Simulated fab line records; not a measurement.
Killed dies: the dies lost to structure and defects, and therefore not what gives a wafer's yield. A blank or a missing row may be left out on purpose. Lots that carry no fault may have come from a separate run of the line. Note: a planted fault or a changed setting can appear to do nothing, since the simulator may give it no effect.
One fault through the eyes of 2 desks -- flow sky130 -- only its own numbers are on each desk; what lay behind them is given at the end

## FROM THE METROLOGY DESK
What the gauges read, lot by lot, whatever tool the lot ran on: means of the sampled wafers that have a number. Marked OUT: a lot whose mean sits more than 4 standard deviations from the usual mean, which makes it out of limits; the brackets give that distance.
Columns: A = cd_nm at SKY_VT_ADJUST_NCORE_CD_MEAS_07, usual 379.0 nm; B = cd_nm at SKY_POLY_GATE_CD_MEAS_13, usual 150.5 nm
lot,first seen here,A,B
L600,day 8 12:29,379.2,150.6
L602,day 9 02:03,378.5,148.7
L603,day 9 08:36,379.7,150.1
L604,day 9 20:57,378.6,150.1
L606,day 10 05:43,376.0,150.3
L607,day 10 15:41,381.2,149.5
L608,day 10 22:50,374.7,150.3
L611,day 11 20:57,378.2,151.5
L614,day 12 17:38,382.4,151.3
L615,day 13 04:28,379.8,151.3
L618,day 14 04:55,378.9,151.0
L623,day 16 00:54,380.0,150.1
This desk's verdict: no lot among the 12 shows anything out of limits.

## THE TOOL OWNER'S DESK: plasma_asher-01
The tool's own readings at SKY_LDD_HVN_STRIP_09 (strips in O2/N2): means of the sampled wafers that have a number, for each lot that ran on this tool. Marked OUT: a lot whose mean sits more than 4 standard deviations from the usual mean, which makes it out of limits; the brackets give that distance.
Columns: A = drypump_motor_current_A at SKY_LDD_HVN_STRIP_09, usual 5.67 A; B = n2_flow_sccm at SKY_LDD_HVN_STRIP_09, usual 300.1 sccm; C = oes_product_au at SKY_LDD_HVN_STRIP_09, usual 0.408 a.u.; D = strip_time_to_endpoint_s at SKY_LDD_HVN_STRIP_09, usual 4.129 s
lot,first seen here,A,B,C,D
L602,day 21 02:15,5.58,300.2,0.407,4.146
L604,day 21 17:44,5.46,299.8,0.409,4.134
L606,day 22 11:09,5.61,299.6,0.409,4.122
L611,day 24 17:14,5.77,299.6,0.408,4.131
L614,day 25 14:56,5.60,260.6 (-43) OUT,0.405,4.149
L615,day 26 06:49,5.61,260.5 (-43) OUT,0.410,4.133
L623,day 29 01:19,5.45,300.1,0.406,4.128
Finding of this desk: L614, L615 out of limits; the first was L614 at day 25 14:56, on n2_flow_sccm at SKY_LDD_HVN_STRIP_09. L602, L604, L606, L611, L623 stayed within limits.

## PUT TOGETHER
The tool owner's desk could have raised an alarm at day 25 14:56, on L614, L615.
At the metrology desk, nothing out of limits was observed.
The metrology desk has L614, L615 on record, within its limits.
Every lot named ran SKY_LDD_HVN_STRIP_09 on plasma_asher-01.

## WHAT WAS PUT IN BY THE SIMULATOR
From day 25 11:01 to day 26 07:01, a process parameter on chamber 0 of plasma_asher-01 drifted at SKY_LDD_HVN_STRIP_09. A move of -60 in setting n2_flow_sccm, from 300. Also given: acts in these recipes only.
Lots struck among those shown: L614, L615.
Time in hours from fault onset to the first out-of-limits reading at each desk: the tool owner's desk, 4.
